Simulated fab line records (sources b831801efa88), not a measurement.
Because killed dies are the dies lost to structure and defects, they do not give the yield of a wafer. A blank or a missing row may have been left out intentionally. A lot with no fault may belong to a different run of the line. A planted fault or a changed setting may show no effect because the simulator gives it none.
Struck lot and sound lot, side by side || flow gf180mcu || 14 out of 602 route steps
Sound: the wafers L529.1, L529.5, L529.6. Struck: wafers L549.4, L549.5, L549.6. The cause comes at the end.
Order at every step that has rows: each side's tool, ch and its chambers, its first start. Under that, the readings that differ: sound wafers || struck wafers || difference of the means || sigmas: that difference in standard deviations of wafers without a fault.
alike: readings with means less than 2 such deviations apart, plus words and numbers identical on both sides. not compared: withheld readings, readings lacking a value on some wafer, bounds such as >300 that could conceal the same value, and numbers that have no deviation in the record and whose values overlap.
A row with sigmas, a row that says differs or no value, or rows on one side alone: a step with any of these is where the two part. Numbers that don't overlap but have no deviation are shown without sigmas and don't part them. Lack of a reading on every wafer of one side parts them only where that side has two or more wafers.

first, 1 step without rows for these wafers: GF_V4_CVD_00 (deposits SiO2, target thk 600 nm, time 100 s).
GF_V4_THK_MEAS_01:
  sound: film metro-01 at day 24 00:05; struck: film metro-01 at day 30 06:01
  alike: V4_CVD_00_THK
GF_V4_CVD_02: deposits SiO2 from TEOS, target thk 850 nm, time 94.851 s.
  sound on pecvd-03 ch 0,1,2, day 24 00:09; struck on pecvd-04 ch 0,1,2, day 30 06:04
  alike: heater power w
  not compared: since wet clean h
GF_V4_THK_MEAS_03:
  sound: film metro-02 at day 24 00:13; struck: film metro-03 at day 30 06:08
  alike: V4_CVD_02_THK
GF_V4_CMP_04: polishes SiO2.
  sound on cmp-02 ch 0,2,3, day 24 00:26; struck on cmp-02 ch 0,2,3, day 30 06:19
  alike: motor current A, time to endpoint s
GF_V4_BOW_MEAS_05:
  sound: film metro-03 at day 24 00:35; struck: film metro-01 at day 30 06:32
  alike: V4_BOW
then, 6 steps without rows for these wafers: GF_V4_DEHYDRATE_06 (time 60 s); GF_V4_HMDS_07 (prime time 60 s); GF_V4_COAT_08; GF_V4_COAT_09 (resist thk 1000 nm); GF_V4_SOFTBAKE_10 (time 60 s); GF_V4_EXPOSE_11 (exposes mask Via4, target cd 260 nm).
GF_V4_PEB_12: peb time 90 s.
  struck on litho track-04, day 30 23:35; sound on litho track-03 ch 0, day 24 22:42
  no value came back on the struck wafers for chill plate temp C (C), exhaust pa (Pa); on the sound wafers chill plate temp C (C) reads 23.07 23.14 23.15
then, 1 step without rows for these wafers: GF_V4_DEVELOP_13 (develop time 60 s).

WHERE THEY PART
At GF_V4_PEB_12 and nowhere else, as far as this record goes.

WHY: what had been put in by the simulator
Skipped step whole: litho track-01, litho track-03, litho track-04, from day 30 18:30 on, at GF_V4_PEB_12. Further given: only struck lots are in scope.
